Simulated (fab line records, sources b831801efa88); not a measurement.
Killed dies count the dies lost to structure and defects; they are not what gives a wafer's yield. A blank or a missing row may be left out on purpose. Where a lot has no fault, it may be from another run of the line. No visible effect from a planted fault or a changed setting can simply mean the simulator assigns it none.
Split-lot experiment / flow sky130 / 23 wafers read across 5 lots, on a route 708 steps long

ON THE SPLIT
At SKY_LI_CONTACT_CMP_02 (polishes PSG), the setting leave_above_ref_nm was moved away from the recipe's 597.2 nm on 8 of the 23 wafers read, by -2.8% to +6.4%. For the rest of the wafers, this setting stayed at what the recipe calls for.

BETWEEN THE SPLIT AND THE READING: the file shows 1 step in between
- SKY_LI_CONTACT_ETCH_14: etches BARC in N2/H2, stops on SiO2, time 45.9 s, target depth 60 nm (also split here: source_w)

THE READING
LI_CONTACT.feature_depth_nm (the simulator's own value, which no gauge read), in nm, at SKY_LI_CONTACT_ETCH_15 (etches PSG in C4F8/O2/Ar, stops on Si, target depth 600 nm). No usual value for it is given in the file. The 15 wafers here that ran the recipe average 597.9 nm, standard deviation 1.1 nm.

wafer=L074.1; tool, chamber at the split=cmp-02, 1; leave_above_ref_nm as run, nm=597.2; against the recipe=recipe; LI_CONTACT.feature_depth_nm, nm=595.2; against lot-mates on the recipe=-
wafer=L074.4; tool, chamber at the split=cmp-02, 3; leave_above_ref_nm as run, nm=597.2; against the recipe=recipe; LI_CONTACT.feature_depth_nm, nm=598.5; against lot-mates on the recipe=-
wafer=L074.6; tool, chamber at the split=cmp-02, 0; leave_above_ref_nm as run, nm=597.2; against the recipe=recipe; LI_CONTACT.feature_depth_nm, nm=598.3; against lot-mates on the recipe=-
wafer=L077.1; tool, chamber at the split=cmp-01, 3; leave_above_ref_nm as run, nm=597.2; against the recipe=recipe; LI_CONTACT.feature_depth_nm, nm=599.1; against lot-mates on the recipe=-
wafer=L077.2; tool, chamber at the split=cmp-01, 1; leave_above_ref_nm as run, nm=580.4; against the recipe=-2.8%; LI_CONTACT.feature_depth_nm, nm=582.4; against lot-mates on the recipe=-16.1
wafer=L077.3; tool, chamber at the split=cmp-01, 2; leave_above_ref_nm as run, nm=580.4; against the recipe=-2.8%; LI_CONTACT.feature_depth_nm, nm=580; against lot-mates on the recipe=-18.5
wafer=L077.4; tool, chamber at the split=cmp-01, 0; leave_above_ref_nm as run, nm=580.4; against the recipe=-2.8%; LI_CONTACT.feature_depth_nm, nm=581; against lot-mates on the recipe=-17.5
wafer=L077.5; tool, chamber at the split=cmp-01, 3; leave_above_ref_nm as run, nm=597.2; against the recipe=recipe; LI_CONTACT.feature_depth_nm, nm=598; against lot-mates on the recipe=-
wafer=L081.1; tool, chamber at the split=cmp-02, 0; leave_above_ref_nm as run, nm=611.3; against the recipe=+2.4%; LI_CONTACT.feature_depth_nm, nm=611.6; against lot-mates on the recipe=+13.6
wafer=L081.2; tool, chamber at the split=cmp-02, 1; leave_above_ref_nm as run, nm=611.3; against the recipe=+2.4%; LI_CONTACT.feature_depth_nm, nm=610.7; against lot-mates on the recipe=+12.7
wafer=L081.4; tool, chamber at the split=cmp-02, 2; leave_above_ref_nm as run, nm=597.2; against the recipe=recipe; LI_CONTACT.feature_depth_nm, nm=596.7; against lot-mates on the recipe=-
wafer=L081.5; tool, chamber at the split=cmp-02, 3; leave_above_ref_nm as run, nm=597.2; against the recipe=recipe; LI_CONTACT.feature_depth_nm, nm=598.7; against lot-mates on the recipe=-
wafer=L081.6; tool, chamber at the split=cmp-02, 0; leave_above_ref_nm as run, nm=597.2; against the recipe=recipe; LI_CONTACT.feature_depth_nm, nm=598.5; against lot-mates on the recipe=-
wafer=L082.1; tool, chamber at the split=cmp-01, 1; leave_above_ref_nm as run, nm=597.2; against the recipe=recipe; LI_CONTACT.feature_depth_nm, nm=598.6; against lot-mates on the recipe=-
wafer=L082.2; tool, chamber at the split=cmp-01, 0; leave_above_ref_nm as run, nm=635.5; against the recipe=+6.4%; LI_CONTACT.feature_depth_nm, nm=636.9; against lot-mates on the recipe=+38.1
wafer=L082.3; tool, chamber at the split=cmp-01, 2; leave_above_ref_nm as run, nm=635.5; against the recipe=+6.4%; LI_CONTACT.feature_depth_nm, nm=634.9; against lot-mates on the recipe=+36.1
wafer=L082.4; tool, chamber at the split=cmp-01, 3; leave_above_ref_nm as run, nm=597.2; against the recipe=recipe; LI_CONTACT.feature_depth_nm, nm=598.9; against lot-mates on the recipe=-
wafer=L082.6; tool, chamber at the split=cmp-01, 3; leave_above_ref_nm as run, nm=635.5; against the recipe=+6.4%; LI_CONTACT.feature_depth_nm, nm=637.3; against lot-mates on the recipe=+38.5
wafer=L084.1; tool, chamber at the split=cmp-01, 3; leave_above_ref_nm as run, nm=597.2; against the recipe=recipe; LI_CONTACT.feature_depth_nm, nm=598.1; against lot-mates on the recipe=-
wafer=L084.3; tool, chamber at the split=cmp-01, 2; leave_above_ref_nm as run, nm=597.2; against the recipe=recipe; LI_CONTACT.feature_depth_nm, nm=597.1; against lot-mates on the recipe=-
wafer=L084.4; tool, chamber at the split=cmp-01, 0; leave_above_ref_nm as run, nm=597.2; against the recipe=recipe; LI_CONTACT.feature_depth_nm, nm=597.5; against lot-mates on the recipe=-
wafer=L084.5; tool, chamber at the split=cmp-01, 1; leave_above_ref_nm as run, nm=597.2; against the recipe=recipe; LI_CONTACT.feature_depth_nm, nm=599.2; against lot-mates on the recipe=-
wafer=L084.6; tool, chamber at the split=cmp-01, 2; leave_above_ref_nm as run, nm=597.2; against the recipe=recipe; LI_CONTACT.feature_depth_nm, nm=596.8; against lot-mates on the recipe=-

FIT RESULTS
A straight line over all 23 wafers: LI_CONTACT.feature_depth_nm changes by +5.97 nm for each +1% of leave_above_ref_nm; r = +1.00; the points scatter about the line by 1.1 nm.
The same after taking each lot's own level away (the mean of its wafers on the recipe; 23 wafers): +5.92 nm for each +1%; r = +1.00; scatter 1 nm.
That fit puts the effect of the largest move of leave_above_ref_nm on the reading at 38 nm.
From 597.33 to 598.75 nm: that is the span of the lots' own levels, equal to 1.3 times the standard deviation above.
Consequently the slope shifts little with the lot-to-lot level, the two slopes agreeing.
Check: with one of the wafers moved furthest among these (+6.4%) left out of the fit, the line predicts +37.6 nm for it against its lot-mates. It came out at +38.1 nm against them.

THESE WAFERS: OTHER SPLITS
Note: prior to the reading, these wafers also went through further splits. Each is held against what the fit with the lots' levels taken away leaves over:
other split on the same wafers=SKY_LI_CONTACT_HDPCVD_00 time_s; wafers away from the commonest value=9; r with LI_CONTACT.feature_depth_nm (lot level and that fit taken away)=+0.10
other split on the same wafers=SKY_LI_CONTACT_ETCH_14 source_w; wafers away from the commonest value=8; r with LI_CONTACT.feature_depth_nm (lot level and that fit taken away)=-0.17

THE WHOLE CHAIN: every reading that the file lists as answering this split, in the file's order
step=SKY_LI_CONTACT_CMP_02; what it does=polishes PSG; reading=PSG_of_LI_CONTACT_HDPCVD_00.thk_nm (the simulator's own value, which no gauge read); change (the file's fit)=+5.89 nm for each +1% of the setting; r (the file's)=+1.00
step=SKY_LI_CONTACT_ETCH_15; what it does=etches PSG in C4F8/O2/Ar, stops on Si, target depth 600 nm; reading=LI_CONTACT.feature_depth_nm (the simulator's own value, which no gauge read); change (the file's fit)=+5.89 nm for each +1% of the setting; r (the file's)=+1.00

THE FILE'S OWN FIT
LI_CONTACT.feature_depth_nm changes by +5.89 nm for each +1% of leave_above_ref_nm, r = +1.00.
